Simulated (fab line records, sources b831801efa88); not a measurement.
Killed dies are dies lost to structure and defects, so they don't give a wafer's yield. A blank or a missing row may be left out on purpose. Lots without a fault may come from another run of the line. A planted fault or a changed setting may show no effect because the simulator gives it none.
Problem report in the 8D (eight disciplines) form, filled by code | flow sfq_line | the parts of the form that need people (team, actions taken, sign-off) are left out

1. THE PROBLEM
M6_NB_RS at SFQ_M6_RS_MEAS_938 reads a mean of 0.801 ohm/sq on 2 wafers of 2 lots; wafers without a fault read 0.889 ohm/sq with a standard deviation of 0.012. That is -7.3 standard deviations from the usual mean.
The step: measures by four-point-probe.
First seen on wafer L166.5, day 72 03:23, on film_metro-03. The record holds 42 wafers of 14 lots with a number at this step. Rule for "out", or "out of limits": more than 4 standard deviations from the usual mean. The other wafers with a number count as sound.

2. WHAT IT IS AND WHAT IT IS NOT
question                    | is                | is not
which readings at this step | M6_NB_RS          | -
which lots                  | L166, L168        | L150, L151, L152, L153, L156, L157, L158, L159, L160, L170, L171, L172
which wafers of those lots  | L166.5, L168.6    | L166.1, L166.2, L168.1, L168.2
read on which gauges        | film_metro-03     | film_metro-02, film_metro-04
when                        | from day 72 03:23 | up to then (29 sound wafers); but 11 sound wafers of L168, L170, L171, L172 came after

3. SUSPECTS, AND WHAT RULES EACH OUT
Counting: a tool at a process step up to the reading stays a suspect if it ran every lot that is out. Sound lots after the first of them don't rule it out here, since some wafers of a struck lot are sound.
- the gauge at SFQ_M6_RS_MEAS_938: ruled out. All the wafers that are out were read on film_metro-03, but those of them that SFQ_TRILAYER_M6_ETCH_METAL_ETCH_162 has rows for are out there too, on other tools.
- pvd_sputter-04 at SFQ_TRILAYER_M6_DEP_SPUTTER_157 (material Nb, target thk 200 nm, time 133.3 s): kept. It ran every lot that is out, first L166 (day 72 03:18); its last sound lot up to then is L159 (day 66 04:38).
Left after counting: pvd_sputter-04 at SFQ_TRILAYER_M6_DEP_SPUTTER_157.

4. THE CAUSE (what the simulator had put in)
Process parameter drift: pvd_sputter-04, from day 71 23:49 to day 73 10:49, at SFQ_TRILAYER_M6_DEP_SPUTTER_157. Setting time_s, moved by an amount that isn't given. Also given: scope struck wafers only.
Counting left only this tool.

5. THE CHAIN OF EFFECTS, in route order
Each row: a reading whose mean over the struck wafers that have a number lies more than 3 standard deviations from the usual. Only readings for which the record gives a usual standard deviation are gone through. hours: the time from each lot's start at the first step in this table that gives one to its start at this step, as a median over the lots. sigmas: the change in usual standard deviations.
hours | step                                | reading        | usual        | on struck wafers | change | sigmas
0     | SFQ_M6_RS_MEAS_938                  | M6_NB_RS       | 0.889 ohm/sq | 0.801            | -0.088 | -7.3
39    | SFQ_TRILAYER_M6_ETCH_METAL_ETCH_162 | oes_product_au | 0.895 a.u.   | 0.948            | +0.053 | +6.8
The process steps in it:
- SFQ_TRILAYER_M6_ETCH_METAL_ETCH_162: etches Nb in Cl2/Ar, stops on SiO2, target depth 240 nm, time 120 s.

6. WHAT WOULD HAVE CAUGHT IT SOONER
In this record the first reading out of limits at a measuring or inspecting step was taken at day 72 03:23, 4 hours after the fault began at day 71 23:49.
Of the tool readings at SFQ_TRILAYER_M6_DEP_SPUTTER_157 for which the record gives a usual standard deviation, none was out on any struck wafer, so an alarm limit of 4 standard deviations on them would not have fired.
Of the lots that are out (2), L168 began SFQ_TRILAYER_M6_DEP_SPUTTER_157 on pvd_sputter-04 after day 72 03:23. A hold on the tool at that time would have spared it.
